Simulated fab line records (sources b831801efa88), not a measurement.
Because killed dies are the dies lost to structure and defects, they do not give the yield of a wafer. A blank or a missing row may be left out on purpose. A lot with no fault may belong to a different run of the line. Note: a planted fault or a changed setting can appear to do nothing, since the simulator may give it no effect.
Commonality check across tools | flow gf180mcu | 54 wafers sampled across 15 lots

## WHY THIS WAS OPENED
Of 15 lots, 3 have the reading NWELL_TW flagged at GF_NWELL_TW_MEAS_11. Wafers without a fault read 1564, standard deviation 16.
Rule: flag the lot when none of its wafers has a number, or when each of its wafers that has one lies beyond 4 standard deviations from that mean. All remaining lots are regarded as sound.

lot  | measured    | on            | NWELL_TW, wafer by wafer      | flag
L536 | day 3 11:59 | film_metro-04 | 1594 1591 1588                |
L537 | day 3 16:34 | film_metro-02 | 1548 1559 1548                |
L538 | day 3 23:58 | film_metro-02 | 1551 1548 1557                |
L539 | day 4 13:31 | film_metro-01 | 1936 1939 1946 1942 1939 1942 | FLAGGED
L541 | day 5 00:26 | film_metro-02 | 1893 1883 1901 1885 1883 1894 | FLAGGED
L546 | day 5 22:17 | film_metro-01 | 1921 1927 1924 1914 1909 1921 | FLAGGED
L550 | day 6 18:51 | film_metro-01 | 1579 1579 1572                |
L551 | day 6 23:03 | film_metro-01 | 1572 1575 1565                |
L552 | day 7 06:28 | film_metro-01 | 1553 1550 1553                |
L553 | day 7 10:28 | film_metro-02 | 1551 1553 1545                |
L554 | day 7 15:34 | film_metro-01 | 1553 1559 1559                |
L555 | day 7 21:34 | film_metro-04 | 1579 1586 1585                |
L556 | day 8 03:16 | film_metro-01 | 1571 1576 1567                |
L557 | day 8 06:47 | film_metro-01 | 1570 1570 1572                |
L558 | day 8 11:16 | film_metro-01 | 1568 1567 1567                |
On average the flagged lots' numbers are 1917, which is +353 against the usual, or +22 standard deviations.

## WHICH TOOL EACH LOT WENT THROUGH
The record holds 1 process step before the reading, out of a route of 602 steps. Every cell lists first the tool, next ch and the chambers used by the sampled wafers, and last the start.
lot  | flag    | GF_NWELL_IMPLANT_08
L536 |         | implanter-02 ch 0, day 3 11:37
L537 |         | implanter-02 ch 0, day 3 16:10
L538 |         | implanter-02 ch 0, day 3 23:34
L539 | FLAGGED | implanter-02 ch 0, day 4 12:47
L541 | FLAGGED | implanter-03 ch 0, day 4 23:45
L546 | FLAGGED | implanter-03 ch 0, day 5 21:35
L550 |         | implanter-02 ch 0, day 6 18:27
L551 |         | implanter-02 ch 0, day 6 22:35
L552 |         | implanter-03 ch 0, day 7 06:04
L553 |         | implanter-02 ch 0, day 7 10:05
L554 |         | implanter-02 ch 0, day 7 15:05
L555 |         | implanter-03 ch 0, day 7 21:10
L556 |         | implanter-04 ch 0, day 8 02:52
L557 |         | implanter-02 ch 0, day 8 06:23
L558 |         | implanter-03 ch 0, day 8 10:53
What the steps here do:
- GF_NWELL_IMPLANT_08
- GF_NWELL_TW_MEAS_11

## FLAGGED OVER TOTAL, TOOL BY TOOL (the gauges that took the reading come last)
step                | tool          | lots run | flagged | share of the flagged lots | sound lots run after its first flagged lot
GF_NWELL_IMPLANT_08 | implanter-02  | 9        | 1       | some                      | 5 (L550,L551,L553,L554,L557)
GF_NWELL_IMPLANT_08 | implanter-03  | 5        | 2       | some                      | 3 (L552,L555,L558)
GF_NWELL_IMPLANT_08 | implanter-04  | 1        | 0       | none                      | -
GF_NWELL_TW_MEAS_11 | film_metro-01 | 9        | 2       | some                      | 7 (L550,L551,L552,L554,L556,L557,L558)
GF_NWELL_TW_MEAS_11 | film_metro-02 | 4        | 1       | some                      | 1 (L553)
GF_NWELL_TW_MEAS_11 | film_metro-04 | 2        | 0       | none                      | -

## WHAT IS ALLOWED BY THE TABLE
No row of the table ran every flagged lot.

## WHAT THE SIMULATOR HAD PUT IN
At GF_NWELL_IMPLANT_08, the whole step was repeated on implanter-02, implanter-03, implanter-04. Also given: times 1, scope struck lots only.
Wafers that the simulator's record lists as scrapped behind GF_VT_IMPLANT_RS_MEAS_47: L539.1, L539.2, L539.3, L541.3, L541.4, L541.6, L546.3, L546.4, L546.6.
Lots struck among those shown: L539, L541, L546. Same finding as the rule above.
